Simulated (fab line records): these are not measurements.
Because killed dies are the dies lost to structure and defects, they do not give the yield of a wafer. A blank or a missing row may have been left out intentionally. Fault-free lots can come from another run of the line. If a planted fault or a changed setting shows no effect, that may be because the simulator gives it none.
A lot that was struck, set against a sound lot || flow sky130 || 15 out of 708 route steps
Sound: the wafers L991.3, L991.5, L991.6. The struck wafers were L995.1, L995.2, L995.4. The cause comes at the end.
For every step that has rows: the tool of each side, followed by ch and its chambers, followed by its first start. Under that, the readings that differ: sound wafers || struck wafers || difference of the means || sigmas: that difference in standard deviations of wafers without a fault.
alike: words and numbers the same on both sides, and readings whose means are apart by under 2 such deviations; not compared: readings that were withheld, readings missing a value for some wafer, numbers with overlapping values and no deviation given by the record, and bounds like >300 which may hide the same value.
Wherever a step has rows on one side only, a row that says differs or no value, or a row with sigmas, the two part there. Non-overlapping numbers with no deviation appear without sigmas and do not part them. Lack of a reading on every wafer of one side parts them only where that side has two or more wafers.

first, 4 steps without rows for these wafers: SKY_PWDE_SOFTBAKE_03; SKY_PWDE_EXPOSE_04 (exposes mask PWDEM, target cd 840 nm); SKY_PWDE_PEB_05; SKY_PWDE_DEVELOP_06 (develop time 60 s).
SKY_PWDE_OVL_MEAS_07:
  sound on overlay-01 at day 5 05:52; struck on overlay-01 at day 6 01:54
  alike: PWDE_OVL
after that, 1 step had no rows for these wafers: SKY_PWDE_IMPLANT_08.
SKY_PWDE_STRIP_09: strips in O2/N2.
  sound on plasma_asher-01 ch 0,1, day 5 06:04; struck on plasma_asher-03 ch 0,1, day 6 02:05
  alike: drypump_motor_current_A, oes_product_au, strip_time_to_endpoint_s
  not compared: rf_hours_counter_h
SKY_PWDE_TW_MEAS_10:
  sound on film_metro-02 at day 5 06:09; struck on film_metro-02 at day 6 02:11
  alike: PWDE_TW
then, 4 steps without rows for these wafers: SKY_NWELL_DEHYDRATE_03 (time 60 s); SKY_NWELL_HMDS_04 (prime time 60 s); SKY_NWELL_COAT_05 (resist thk 3000 nm); SKY_NWELL_SOFTBAKE_06.
SKY_NWELL_EXPOSE_07: exposes mask NWM, target cd 840 nm.
  sound on iline_stepper-01 ch 0, day 5 15:11; struck on iline_stepper-01 ch 0, day 6 11:41
{"reading": "exposure_dose_mJ_cm2", "sound": "254.58 254.71 254.58", "struck": "288.05 288.07 288.06", "difference": "+33.44", "sigmas": "+99 or more"}
  alike: mask
after that, 1 step had no rows for these wafers: SKY_NWELL_PEB_08.
-- the record jumps here: 42 days lie between the struck wafers' starts before and after (it left off in module NWELL and takes up again in module PAD_OPEN, whose first step shown is number 708 of the route) --
SKY_PAD_OPEN_PROBE_99:
  sound on prober-01 at day 48 04:15; struck on prober-01 at day 48 11:18
{"reading": "killed_at_contacts", "sound": "16 19 17", "struck": "31 34 37", "difference": "+17", "sigmas": "+3"}
{"reading": "model.etest.res_nwell.width_nm (nm)", "sound": "849.2 847.8 849.1", "struck": "872.5 871.7 874.2", "difference": "+24.1", "sigmas": ""}
  alike: killed_at_M0_to_M3, killed_at_M4_up, killed_at_front_end, killed_at_other, killed_dies, killed_on_rim, killed_open, killed_short
  not compared: model.etest.res_iso_pwell.width_nm

WHERE THEY PART
First at SKY_NWELL_EXPOSE_07; last, within this record, at SKY_PAD_OPEN_PROBE_99.

WHY: what had been put in by the simulator
Process parameter drift: iline_stepper-01, from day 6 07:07 on, at SKY_NWELL_EXPOSE_07. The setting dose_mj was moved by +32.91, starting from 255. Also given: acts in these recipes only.
